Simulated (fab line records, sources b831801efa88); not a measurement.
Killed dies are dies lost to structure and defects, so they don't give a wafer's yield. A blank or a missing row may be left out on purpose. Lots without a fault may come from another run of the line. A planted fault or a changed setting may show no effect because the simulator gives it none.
A struck lot beside a sound one | flow sky130 | 16 steps out of a route of 708
Sound: wafers L506.3, L506.4, L506.6. Struck: wafers L519.1, L519.4, L519.5. The cause comes at the end.
At each step with rows: each side's tool, then ch and its chambers, then its first start. Under that, the readings that differ: sound wafers | struck wafers | difference of the means | sigmas: that difference in standard deviations of wafers without a fault.
alike: readings whose means differ by less than 2 such deviations, and words and numbers that are the same on both sides. not compared: withheld readings, readings that some wafer has no value for, bounds like >300 that may hide the same value, and numbers for which the record gives no deviation and whose values overlap.
The two part at a step that has a row with sigmas, a row that says differs or no value, or rows on one side only. Numbers that don't overlap but have no deviation are shown without sigmas and don't part them. A reading that every wafer of one side lacks parts them only if that side has two wafers or more.

SKY_VIA2_CMP_02: polishes SiO2.
  sound on cmp-02 ch 0,1, day 36 11:04; struck on cmp-01 ch 0,3, day 40 08:13
  alike: motor_current_A, retaining_ring_pressure_frac
SKY_VIA2_BOW_MEAS_03:
  sound on film_metro-03, day 36 11:25; struck on film_metro-02, day 40 08:31
  alike: VIA2_BOW
then, 8 steps without rows for these wafers: SKY_VIA2_DEHYDRATE_04 (time 60 s); SKY_VIA2_HMDS_05 (prime time 60 s); SKY_VIA2_COAT_06 (resist thk 60 nm); SKY_VIA2_COAT_07 (resist thk 450 nm); SKY_VIA2_SOFTBAKE_08 (time 90 s); SKY_VIA2_EXPOSE_09 (exposes mask VIM2, target cd 200 nm); SKY_VIA2_PEB_10; SKY_VIA2_DEVELOP_11 (develop time 62.84 s).
SKY_VIA2_CD_MEAS_12: target cd 200 nm.
  sound on cd_sem-01, day 37 13:22; struck on cd_sem-01, day 41 08:31
  alike: cd_nm
SKY_VIA2_OVL_MEAS_13:
  sound on overlay-02, day 37 13:27; struck on overlay-02, day 41 08:38
  alike: VIA2_OVL
SKY_VIA2_ETCH_14: etches BARC in N2/H2, stops on SiO2, time 45.9 s, target depth 60 nm.
  sound on rie_diel-03 ch 0,1,3, day 37 13:28; struck on rie_diel-03 ch 0,2, day 41 08:40
  reading                                     | sound             | struck            | difference | sigmas
  oes_product_au (a.u.)                       | 0.865 0.861 0.856 | 0.762 0.769 0.759 | -0.097     | -21
  run_length_s (s)                            | 75.0 74.9 74.2    | 85.6 85.4 85.8    | +10.9      | +30
  model.KrF-thick_of_VIA2_COAT_07.thk_nm (nm) | 393.1 391.4 392.5 | 381.7 383.9 380.5 | -10.3      |
  alike: drypump_motor_current_A, throttle_valve_pct
  not compared: rf_hours_counter_h, model.VIA2.cd_nm
SKY_VIA2_ETCH_15: etches SiO2 in C4F8/O2/Ar, stops on TiN, target depth 546 nm, time 84 s.
  sound on rie_diel-03 ch 0,1,3, day 37 13:31; struck on rie_diel-03 ch 0,2, day 41 08:43
  reading                                     | sound             | struck            | difference | sigmas
  model.KrF-thick_of_VIA2_COAT_07.thk_nm (nm) | 283.1 280.7 283.4 | 270.3 275.4 270.5 | -10.3      |
  alike: oes_product_au, run_length_s
  not compared: rf_hours_counter_h
SKY_VIA2_STRIP_16: strips in O2/N2.
  sound on plasma_asher-03 ch 0,1, day 37 13:37; struck on plasma_asher-04 ch 0,1, day 41 08:47
  reading                      | sound             | struck            | difference | sigmas
  strip_time_to_endpoint_s (s) | 4.034 4.032 4.070 | 3.906 3.969 3.902 | -0.120     | -4
  alike: drypump_motor_current_A, oes_product_au
  not compared: rf_hours_counter_h
then, 1 step without rows for these wafers: SKY_VIA2_STRIP_17 (strips in post etch residue remover, time 1200 s).

WHERE THEY PART
First at SKY_VIA2_ETCH_14; last, within this record, at SKY_VIA2_STRIP_16.

WHY: what the simulator had put in
Process parameter drift: rie_diel-03, from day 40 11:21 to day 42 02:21, at SKY_VIA2_ETCH_14. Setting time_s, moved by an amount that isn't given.
